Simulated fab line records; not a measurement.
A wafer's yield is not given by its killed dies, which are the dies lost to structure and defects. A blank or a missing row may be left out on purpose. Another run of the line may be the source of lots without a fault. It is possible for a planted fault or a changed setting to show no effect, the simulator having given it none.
Which tool is to blame?    flow sky130    Sampling: 12 lots, 33 wafers, 3 of 708 route steps

## WHAT EACH GAUGE READ, for each wafer
SKY_NWELL_OVL_MEAS_23. Usual: NWELL_01_OVL typically reads -0.3 nm, with standard deviation 1.6.
lot   measured      on          NWELL_01_OVL (nm)  flag
L305  day 5 03:10   overlay-02  -2.3 0.0 -1.4      
L306  day 5 13:15   overlay-01  -0.9 -1.5 -0.4     
L308  day 6 03:49   overlay-01  0.2 -0.3 0.0       
L311  day 7 02:51   overlay-02  0.2 0.3 0.2        
L310  day 7 04:37   overlay-01  0.2 -2.1 -0.2      
L312  day 7 11:22   overlay-02  0.3 1.4 0.7        
L316  day 8 02:29   overlay-02  -3.8 -1.6          
L317  day 8 11:37   overlay-01  -0.6 0.8           
L321  day 9 09:13   overlay-01  0.6 -0.5           
L324  day 10 06:12  overlay-01  -0.9 -1.1 -1.3     
L325  day 10 12:37  overlay-01  -2.9 -3.0 -3.2     
L326  day 10 23:37  overlay-02  0.7 -0.5 -0.7      

SKY_SONOS_ONO_THK_MEAS_01. Usual: SONOS_ONO_OXIDATION_THK typically reads 2.62 nm, with standard deviation 0.06.
lot   measured      on             SONOS_ONO_OXIDATION_THK (nm)  flag
L305  day 11 12:05  film_metro-04  2.57 2.67 2.54                
L306  day 12 00:04  film_metro-02  2.67 2.57 2.60                
L308  day 12 18:57  film_metro-01  2.65 2.59 2.60                
L311  day 13 23:02  film_metro-02  2.59 2.61 2.59                
L310  day 14 01:55  film_metro-01  2.67 2.68 2.71                
L312  day 14 10:59  film_metro-01  2.68 2.62 2.64                
L316  day 15 06:46  film_metro-04  2.67 2.70                     
L317  day 15 15:17  film_metro-02  2.51 2.57                     
L321  day 16 21:47  film_metro-02  2.58 2.66                     
L324  day 17 23:53  film_metro-01  2.70 2.68 2.67                
L325  day 18 10:08  film_metro-02  2.60 2.69 2.65                
L326  day 18 22:41  film_metro-01  2.58 2.59 2.59                

## WHAT TOOL EACH LOT RAN ON (gives the tool, then ch and the chambers of the sampled wafers, and finally the start)
lot   SKY_FIELD_ISO_ETCH_14
L305  rie_diel-01 ch 1,2,3, day 2 03:14
L306  rie_diel-01 ch 1,2,3, day 2 09:56
L308  rie_diel-02 ch 2,3, day 2 22:44
L311  rie_diel-01 ch 2,3, day 3 17:38
L310  rie_diel-02 ch 0,1,3, day 3 18:08
L312  rie_diel-02 ch 0,1,3, day 3 23:24
L316  rie_diel-03 ch 2,3, day 4 12:28
L317  rie_diel-02 ch 0,1, day 4 21:41
L321  rie_diel-02 ch 0,3, day 5 15:44
L324  rie_diel-01 ch 1,2,3, day 6 07:08
L325  rie_diel-03 ch 2,3, day 6 13:59
L326  rie_diel-01 ch 1,2, day 6 21:26
- SKY_FIELD_ISO_ETCH_14: etches BARC in N2/H2, stops on SiO2, time 45.9 s, target depth 60 nm.

## AS READ BY THE TOOLS THEMSELVES (means over the sampled wafers that have a number; for cases with no such wafer, the mark the record gives instead)
SKY_FIELD_ISO_ETCH_14. Usual: drypump_motor_current_A 5.7 A, standard deviation 0.44; oes_product_au 0.855 a.u., standard deviation 0.0045; throttle_valve_pct 13.225 %, standard deviation 0.0084.
lot   tool         drypump_motor_current_A (A)  oes_product_au (a.u.)  throttle_valve_pct (%)  flag
L305  rie_diel-01  5.6                          0.855                  13.222                  
L306  rie_diel-01  5.6                          0.855                  13.226                  
L308  rie_diel-02  5.9                          0.856                  13.220                  
L311  rie_diel-01  5.5                          0.859                  13.229                  
L310  rie_diel-02  5.6                          0.853                  13.225                  
L312  rie_diel-02  5.6                          0.857                  13.233                  
L316  rie_diel-03  5.8                          0.857                  13.230                  
L317  rie_diel-02  5.3                          0.849                  13.221                  
L321  rie_diel-02  5.8                          0.861                  13.232                  
L324  rie_diel-01  5.6                          0.852                  13.229                  
L325  rie_diel-03  5.9                          0.853                  13.218                  
L326  rie_diel-01  5.6                          0.862                  13.234                  

## THE ANSWER, worked out from the rows above alone
Rule: lot off if the mean of its wafers having a number is beyond 3 standard deviations from the usual mean. Also off: a lot with no number at a reading for which 4 or more lots have one. Any other lot the step has rows for is counted as sound. The gauges are gone through in route order, then the tools' own readings, and for those a lot's mean is taken as printed above. The first step at which some lot is off is used, and at that step the reading that is off furthest; a lot without a number counts as furthest.
Nothing can be told from this: no lot is off at any reading shown.

## WHAT HAD BEEN PUT IN BY THE SIMULATOR
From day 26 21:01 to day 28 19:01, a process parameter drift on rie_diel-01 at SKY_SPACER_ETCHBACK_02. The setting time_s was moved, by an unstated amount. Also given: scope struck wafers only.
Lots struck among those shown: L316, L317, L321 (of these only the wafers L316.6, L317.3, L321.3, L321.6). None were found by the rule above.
